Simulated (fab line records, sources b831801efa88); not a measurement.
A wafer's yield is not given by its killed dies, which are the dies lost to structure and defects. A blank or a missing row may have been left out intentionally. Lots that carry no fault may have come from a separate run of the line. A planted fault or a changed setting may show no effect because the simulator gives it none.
Matching of chambers :: flow sky130 :: rieDiel-03 running SKY_VIA1_ETCH_15: 4 sister chambers
The step etches SiO2 in C4F8/O2/Ar, stops on TiN, target depth 351 nm, time 54 s. 14 wafers are shown with their chamber, then 7 later ones without.

## WAFERS PAIRED WITH THEIR CHAMBERS
wafer: L213.2
chamber: 3
oesProductAu (a.u.): 0.985

wafer: L213.5
chamber: 3
oesProductAu (a.u.): 0.977

wafer: L213.6
chamber: 2
oesProductAu (a.u.): 0.986

wafer: L214.1
chamber: 2
oesProductAu (a.u.): 0.972

wafer: L214.2
chamber: 0
oesProductAu (a.u.): 0.971

wafer: L214.4
chamber: 1
oesProductAu (a.u.): 0.976

wafer: L218.1
chamber: 2
oesProductAu (a.u.): 0.979

wafer: L218.2
chamber: 1
oesProductAu (a.u.): 0.987

wafer: L218.5
chamber: 2
oesProductAu (a.u.): 0.981

wafer: L220.3
chamber: 1
oesProductAu (a.u.): 0.986

wafer: L220.4
chamber: 2
oesProductAu (a.u.): 0.984

wafer: L220.5
chamber: 3
oesProductAu (a.u.): 0.976

wafer: L221.1
chamber: 2
oesProductAu (a.u.): 0.982

wafer: L221.2
chamber: 0
oesProductAu (a.u.): 0.979

SIGNATURES, as means of the wafers listed above
reading: oesProductAu
chamber 0: 0.97500
chamber 1: 0.98300
chamber 2: 0.98067
chamber 3: 0.97933
scatter within a chamber: 0.00523
Rule: a wafer lies at a distance from a chamber equal to the root of the sum of squares, over the readings, of (its reading less the chamber's mean, divided by the reading's scatter). If the next closest chamber is less than 2 further off than the closest, the wafer can't be placed; otherwise it belongs to the closest. The scatter: the root of (the sum of the squares of (reading less its chamber's mean) over the shown wafers, divided by (wafers less chambers)).

## WAFERS WHOSE CHAMBER IS MISSING
wafer: L221.6
oesProductAu (a.u.): 0.982

wafer: L229.3
oesProductAu (a.u.): 0.984

wafer: L229.5
oesProductAu (a.u.): 0.987

wafer: L229.6
oesProductAu (a.u.): 0.986

wafer: L230.1
oesProductAu (a.u.): 0.979

wafer: L230.4
oesProductAu (a.u.): 0.977

wafer: L230.6
oesProductAu (a.u.): 0.989

## WHICH CHAMBER EACH ONE RAN IN
wafer: L221.6
from the rows above: can't be placed: 1 or 2 or 3 or 0
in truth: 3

wafer: L229.3
from the rows above: can't be placed: 1 or 2 or 3 or 0
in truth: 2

wafer: L229.5
from the rows above: can't be placed: 1 or 2 or 3 or 0
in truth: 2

wafer: L229.6
from the rows above: can't be placed: 1 or 2 or 3 or 0
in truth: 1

wafer: L230.1
from the rows above: can't be placed: 3 or 2 or 0 or 1
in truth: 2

wafer: L230.4
from the rows above: can't be placed: 0 or 3 or 2 or 1
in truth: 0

wafer: L230.6
from the rows above: can't be placed: 1 or 2 or 3 or 0
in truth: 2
Correct placement for 0 of the 7. Not placeable from these rows: 7 (in 7, the candidates include the true chamber). Wrongly placed: 0.
